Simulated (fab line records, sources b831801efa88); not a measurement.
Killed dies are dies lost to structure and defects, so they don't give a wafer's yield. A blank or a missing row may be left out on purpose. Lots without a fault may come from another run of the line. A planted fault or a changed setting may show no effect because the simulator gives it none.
One fault seen from 2 desks | flow sky130 | each desk has only its own numbers; what lay behind them comes last

THE METROLOGY DESK
What the gauges read, lot by lot, whatever tool the lot ran on: means of the sampled wafers that have a number. A lot is out of limits, marked OUT, if its mean lies more than 4 standard deviations from the usual mean; the brackets give that distance.
Columns: A = VT_ADJUST_PCH_OVL at SKY_VT_ADJUST_PCH_OVL_MEAS_07, usual 0.5 nm; B = GATE_OXIDE_OVL at SKY_GATE_OXIDE_OVL_MEAS_10, usual 0.5 nm; C = GATE_OXIDE_TW at SKY_GATE_OXIDE_TW_MEAS_14, usual 224.1
lot  | first seen here | A    | B               | C
L917 | day 11 10:39    | 1.8  | 2.1             | 227.0
L920 | day 12 11:36    | 1.2  | -1.7            | 223.3
L921 | day 12 17:20    | 0.5  | 1.1             | 222.3
L925 | day 14 00:59    | -0.0 | -0.8            | 223.6
L926 | day 14 06:48    | -0.2 | 2.6             | 223.8
L927 | day 14 14:58    | 1.5  | -2.1            | 222.7
L928 | day 14 21:47    | -1.1 | -2.1            | 223.5
L929 | day 15 12:00    | 2.6  | 115.2 (+64) OUT | 223.5
L930 | day 15 19:50    | -0.1 | 1.8             | 226.8
L931 | day 15 22:20    | 1.6  | 0.2             | 223.6
L934 | day 16 20:20    | 1.7  | 118.3 (+65) OUT | 226.3
L937 | day 18 11:45    | 1.1  | 1.0             | 223.4
This desk's finding: out of limits on L929, L934; first on L929, day 19 12:50 (GATE_OXIDE_OVL at SKY_GATE_OXIDE_OVL_MEAS_10). In limits: L917, L920, L921, L925, L926, L927, L928, L930, L931, L937.

THE TOOL OWNER'S DESK: iline_stepper-01
The tool's own readings at SKY_GATE_OXIDE_EXPOSE_07 (exposes mask LVOM, target cd 600 nm): means of the sampled wafers that have a number, for each lot that ran on this tool. A lot is out of limits, marked OUT, if its mean lies more than 4 standard deviations from the usual mean; the brackets give that distance.
Columns: A = stage_vel_mm_s at SKY_GATE_OXIDE_EXPOSE_07, usual 499.97 mm/s
lot  | first seen here | A
L920 | day 15 13:55    | 500.04
L921 | day 16 01:59    | 499.84
L926 | day 17 12:22    | 500.05
L927 | day 17 23:58    | 499.78
L928 | day 18 05:48    | 499.82
L929 | day 18 21:14    | 499.69
L934 | day 20 07:58    | 499.90
This desk's finding: nothing out of limits on any of the 7 lots.

PUT TOGETHER
The metrology desk could have raised an alarm at day 19 12:50, on L929, L934.
The tool owner's desk saw nothing out of limits.
The tool owner's desk has L929, L934 on record, within its limits.
Of the lots named, all ran SKY_GATE_OXIDE_EXPOSE_07 on iline_stepper-01.

WHAT THE SIMULATOR HAD PUT IN
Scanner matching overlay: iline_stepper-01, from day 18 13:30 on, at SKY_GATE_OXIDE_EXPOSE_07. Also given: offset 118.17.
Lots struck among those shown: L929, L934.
Hours from the fault's start to each desk's first reading out of limits: the metrology desk, 23.
